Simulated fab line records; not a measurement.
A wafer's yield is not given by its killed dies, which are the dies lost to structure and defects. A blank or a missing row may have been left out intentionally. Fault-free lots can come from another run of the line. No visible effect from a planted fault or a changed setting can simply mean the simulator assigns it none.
Which tool did it? / flow sky130 / 11 lots, 33 wafers sampled, at 6 steps of a route of 708

## WHAT THE GAUGES SHOWED, per wafer
SKY_FIELD_ISO_BOW_MEAS_00.
lot=L361; measured=day 1 15:02; on=film-metro-03; INCOMING_BOW (um)=5 1 -3
lot=L362; measured=day 1 20:01; on=film-metro-03; INCOMING_BOW (um)=0 7 -12
lot=L363; measured=day 2 01:00; on=film-metro-02; INCOMING_BOW (um)=1 -3 -3
lot=L365; measured=day 2 11:00; on=film-metro-01; INCOMING_BOW (um)=2 7 -3
lot=L366; measured=day 2 16:00; on=film-metro-03; INCOMING_BOW (um)=5 4 2
lot=L367; measured=day 2 21:00; on=film-metro-01; INCOMING_BOW (um)=-4 6 -3
lot=L375; measured=day 4 13:00; on=film-metro-02; INCOMING_BOW (um)=1 9 1
lot=L376; measured=day 4 18:01; on=film-metro-02; INCOMING_BOW (um)=7 -7 9
lot=L378; measured=day 5 04:01; on=film-metro-01; INCOMING_BOW (um)=-1 -13 8
lot=L381; measured=day 5 19:00; on=film-metro-02; INCOMING_BOW (um)=7 9 -2
lot=L382; measured=day 6 00:00; on=film-metro-02; INCOMING_BOW (um)=7 0 -3

SKY_NWELL_TW_MEAS_26.
lot=L361; measured=day 5 17:11; on=film-metro-01; NWELL_2_TW=497.7 497.9 498.6
lot=L362; measured=day 5 19:29; on=film-metro-01; NWELL_2_TW=499.7 495.6 499.8
lot=L363; measured=day 6 03:06; on=film-metro-01; NWELL_2_TW=494.4 493.0 492.8
lot=L365; measured=day 6 22:48; on=film-metro-01; NWELL_2_TW=29.8 29.8 29.8 29.9 29.8 30.0
lot=L366; measured=day 6 21:58; on=film-metro-03; NWELL_2_TW=497.4 497.7 497.6
lot=L367; measured=day 7 06:06; on=film-metro-04; NWELL_2_TW=489.9 492.2 492.6
lot=L375; measured=day 9 03:09; on=film-metro-03; NWELL_2_TW=501.2 504.0 500.6
lot=L376; measured=day 9 07:43; on=film-metro-04; NWELL_2_TW=496.4 493.2 496.2
lot=L378; measured=day 9 19:04; on=film-metro-01; NWELL_2_TW=496.9 497.9 498.1
lot=L381; measured=day 10 13:48; on=film-metro-03; NWELL_2_TW=495.7 491.4 493.9
lot=L382; measured=day 10 17:45; on=film-metro-01; NWELL_2_TW=496.8 495.2 498.9

SKY_SONOS_ONO_CD_MEAS_13 targets a cd of 410 nm.
lot=L361; measured=day 13 00:45; on=cd-sem-01; cd-nm (nm)=409.0 408.0 408.2
lot=L362; measured=day 13 03:17; on=cd-sem-01; cd-nm (nm)=409.2 410.3 409.0
lot=L363; measured=day 13 13:04; on=cd-sem-02; cd-nm (nm)=407.2 408.9 406.8
lot=L366; measured=day 14 15:28; on=cd-sem-02; cd-nm (nm)=414.7 414.5 414.4
lot=L367; measured=day 15 03:55; on=cd-sem-01; cd-nm (nm)=410.1 411.1 410.5
lot=L375; measured=day 17 18:19; on=cd-sem-02; cd-nm (nm)=411.5 411.1 412.4
lot=L376; measured=day 18 03:20; on=cd-sem-02; cd-nm (nm)=409.6 407.7 409.9
lot=L378; measured=day 18 19:38; on=cd-sem-02; cd-nm (nm)=408.8 409.1 409.6
lot=L381; measured=day 19 23:52; on=cd-sem-01; cd-nm (nm)=415.5 413.4 413.8
lot=L382; measured=day 20 03:55; on=cd-sem-02; cd-nm (nm)=408.7 409.8 408.0

SKY_GATE_OXIDE_THK_MEAS_02.
lot=L361; measured=day 13 04:05; on=film-metro-01; GATE_OXIDE_OXIDATION_00_THK (nm)=9.98 9.83 9.88
lot=L362; measured=day 13 06:40; on=film-metro-01; GATE_OXIDE_OXIDATION_00_THK (nm)=9.83 9.81 9.76
lot=L363; measured=day 13 16:13; on=film-metro-03; GATE_OXIDE_OXIDATION_00_THK (nm)=10.37 10.36 10.25
lot=L366; measured=day 14 18:10; on=film-metro-04; GATE_OXIDE_OXIDATION_00_THK (nm)=10.18 10.27 10.19
lot=L367; measured=day 15 07:01; on=film-metro-03; GATE_OXIDE_OXIDATION_00_THK (nm)=9.90 10.08 10.04
lot=L375; measured=day 17 20:32; on=film-metro-01; GATE_OXIDE_OXIDATION_00_THK (nm)=9.88 10.02 10.13
lot=L376; measured=day 18 06:00; on=film-metro-04; GATE_OXIDE_OXIDATION_00_THK (nm)=10.13 10.13 10.10
lot=L378; measured=day 18 22:00; on=film-metro-04; GATE_OXIDE_OXIDATION_00_THK (nm)=10.53 10.28 10.29
lot=L381; measured=day 20 02:09; on=film-metro-03; GATE_OXIDE_OXIDATION_00_THK (nm)=10.16 10.26 10.36
lot=L382; measured=day 20 07:11; on=film-metro-01; GATE_OXIDE_OXIDATION_00_THK (nm)=10.33 10.34 10.43

## WHAT TOOL EACH LOT RAN ON (gives the tool, then ch and the chambers of the sampled wafers, and finally the start)
lot=L361; SKY_NWELL_STRIP_14=plasma-asher-04 ch 0,1, day 4 22:50; SKY_NWELL_STRIP_25=plasma-asher-02 ch 0,1, day 5 17:07
lot=L362; SKY_NWELL_STRIP_14=plasma-asher-02 ch 0,1, day 5 00:37; SKY_NWELL_STRIP_25=plasma-asher-01 ch 1, day 5 19:22
lot=L363; SKY_NWELL_STRIP_14=plasma-asher-04 ch 0,1, day 5 07:46; SKY_NWELL_STRIP_25=plasma-asher-02 ch 1, day 6 03:00
lot=L365; SKY_NWELL_STRIP_14=plasma-asher-04 ch 0,1, day 6 03:43; SKY_NWELL_STRIP_25=plasma-asher-04 ch 0,1, day 6 22:42
lot=L366; SKY_NWELL_STRIP_14=plasma-asher-01 ch 0,1, day 6 02:57; SKY_NWELL_STRIP_25=plasma-asher-04 ch 0,1, day 6 21:52
lot=L367; SKY_NWELL_STRIP_14=plasma-asher-02 ch 0,1, day 6 11:37; SKY_NWELL_STRIP_25=plasma-asher-04 ch 0,1, day 7 06:00
lot=L375; SKY_NWELL_STRIP_14=plasma-asher-01 ch 0,1, day 8 06:30; SKY_NWELL_STRIP_25=plasma-asher-02 ch 0,1, day 9 03:03
lot=L376; SKY_NWELL_STRIP_14=plasma-asher-01 ch 0,1, day 8 11:30; SKY_NWELL_STRIP_25=plasma-asher-01 ch 0,1, day 9 07:36
lot=L378; SKY_NWELL_STRIP_14=plasma-asher-02 ch 0,1, day 8 22:04; SKY_NWELL_STRIP_25=plasma-asher-02 ch 0,1, day 9 18:57
lot=L381; SKY_NWELL_STRIP_14=plasma-asher-04 ch 0,1, day 9 15:55; SKY_NWELL_STRIP_25=plasma-asher-02 ch 0,1, day 10 13:42
lot=L382; SKY_NWELL_STRIP_14=plasma-asher-04 ch 0,1, day 9 19:06; SKY_NWELL_STRIP_25=plasma-asher-02 ch 0,1, day 10 17:39
- SKY_NWELL_STRIP_14: strips in O2/N2.
- SKY_NWELL_STRIP_25: strips in O2/N2.

## WHAT THE TOOLS THEMSELVES READ (means of the sampled wafers that have a number; where no wafer has one, the mark that the record gives instead)
SKY_NWELL_STRIP_14.
lot=L361; tool=plasma-asher-04; drypump-motor-current-A (A)=5.4; oes-product-au (a.u.)=0.721; strip-time-to-endpoint-s (s)=37.03
lot=L362; tool=plasma-asher-02; drypump-motor-current-A (A)=6.2; oes-product-au (a.u.)=0.722; strip-time-to-endpoint-s (s)=36.89
lot=L363; tool=plasma-asher-04; drypump-motor-current-A (A)=5.9; oes-product-au (a.u.)=0.723; strip-time-to-endpoint-s (s)=37.00
lot=L365; tool=plasma-asher-04; drypump-motor-current-A (A)=5.9; oes-product-au (a.u.)=0.944; strip-time-to-endpoint-s (s)=-
lot=L366; tool=plasma-asher-01; drypump-motor-current-A (A)=4.9; oes-product-au (a.u.)=0.722; strip-time-to-endpoint-s (s)=36.95
lot=L367; tool=plasma-asher-02; drypump-motor-current-A (A)=6.3; oes-product-au (a.u.)=0.722; strip-time-to-endpoint-s (s)=36.83
lot=L375; tool=plasma-asher-01; drypump-motor-current-A (A)=4.9; oes-product-au (a.u.)=0.720; strip-time-to-endpoint-s (s)=37.01
lot=L376; tool=plasma-asher-01; drypump-motor-current-A (A)=4.9; oes-product-au (a.u.)=0.727; strip-time-to-endpoint-s (s)=36.90
lot=L378; tool=plasma-asher-02; drypump-motor-current-A (A)=6.2; oes-product-au (a.u.)=0.726; strip-time-to-endpoint-s (s)=36.91
lot=L381; tool=plasma-asher-04; drypump-motor-current-A (A)=5.9; oes-product-au (a.u.)=0.723; strip-time-to-endpoint-s (s)=36.95
lot=L382; tool=plasma-asher-04; drypump-motor-current-A (A)=5.4; oes-product-au (a.u.)=0.714; strip-time-to-endpoint-s (s)=37.03

SKY_NWELL_STRIP_25.
lot=L361; tool=plasma-asher-02; drypump-motor-current-A (A)=6.2; oes-product-au (a.u.)=0.718; strip-time-to-endpoint-s (s)=36.85
lot=L362; tool=plasma-asher-01; drypump-motor-current-A (A)=5.0; oes-product-au (a.u.)=0.721; strip-time-to-endpoint-s (s)=37.00
lot=L363; tool=plasma-asher-02; drypump-motor-current-A (A)=6.4; oes-product-au (a.u.)=0.716; strip-time-to-endpoint-s (s)=36.85
lot=L365; tool=plasma-asher-04; drypump-motor-current-A (A)=5.9; oes-product-au (a.u.)=0.727; strip-time-to-endpoint-s (s)=56.59
lot=L366; tool=plasma-asher-04; drypump-motor-current-A (A)=5.9; oes-product-au (a.u.)=0.722; strip-time-to-endpoint-s (s)=36.91
lot=L367; tool=plasma-asher-04; drypump-motor-current-A (A)=5.9; oes-product-au (a.u.)=0.723; strip-time-to-endpoint-s (s)=36.78
lot=L375; tool=plasma-asher-02; drypump-motor-current-A (A)=6.0; oes-product-au (a.u.)=0.722; strip-time-to-endpoint-s (s)=37.14
lot=L376; tool=plasma-asher-01; drypump-motor-current-A (A)=4.9; oes-product-au (a.u.)=0.719; strip-time-to-endpoint-s (s)=37.03
lot=L378; tool=plasma-asher-02; drypump-motor-current-A (A)=6.0; oes-product-au (a.u.)=0.723; strip-time-to-endpoint-s (s)=36.98
lot=L381; tool=plasma-asher-02; drypump-motor-current-A (A)=6.0; oes-product-au (a.u.)=0.722; strip-time-to-endpoint-s (s)=37.04
lot=L382; tool=plasma-asher-02; drypump-motor-current-A (A)=6.0; oes-product-au (a.u.)=0.724; strip-time-to-endpoint-s (s)=36.95

## THE ANSWER, worked out from the rows above alone
Rule: what is usual is taken from the lots themselves. The widest of any qualifying gaps counts: lots, ordered by their means at a reading, are off when they make up no more than a third of the lots, leave a main group of 4 or more, and stand apart from it by 3 or more times the standard deviation of that group's means. The tables above print the reading to a certain number of digits; a main group whose means all agree to those digits is not used. A lot without any number at a reading at which 4 lots or more have one is off too. Any other lot the step has rows for is counted as sound. The gauges are gone through in route order, then the tools' own readings, and for those a lot's mean is taken as printed above. The first step at which some lot is off is used, and at that step the reading that is off furthest; a lot without a number counts as furthest.
Off: L365, at SKY_NWELL_TW_MEAS_26 (NWELL_2_TW). For the main group the mean is 496.4 and the standard deviation 2.9.
If a tool, at a process step before that reading, ran all the lots that are off and no sound lot after the first of them, it fits. The gauges at SKY_NWELL_TW_MEAS_26 aren't tried: what is off there is off at SKY_NWELL_STRIP_14 too, on other tools, and a gauge's error can't cause that. Of those tried, none fits.

## WHAT THE SIMULATOR HAD INSERTED
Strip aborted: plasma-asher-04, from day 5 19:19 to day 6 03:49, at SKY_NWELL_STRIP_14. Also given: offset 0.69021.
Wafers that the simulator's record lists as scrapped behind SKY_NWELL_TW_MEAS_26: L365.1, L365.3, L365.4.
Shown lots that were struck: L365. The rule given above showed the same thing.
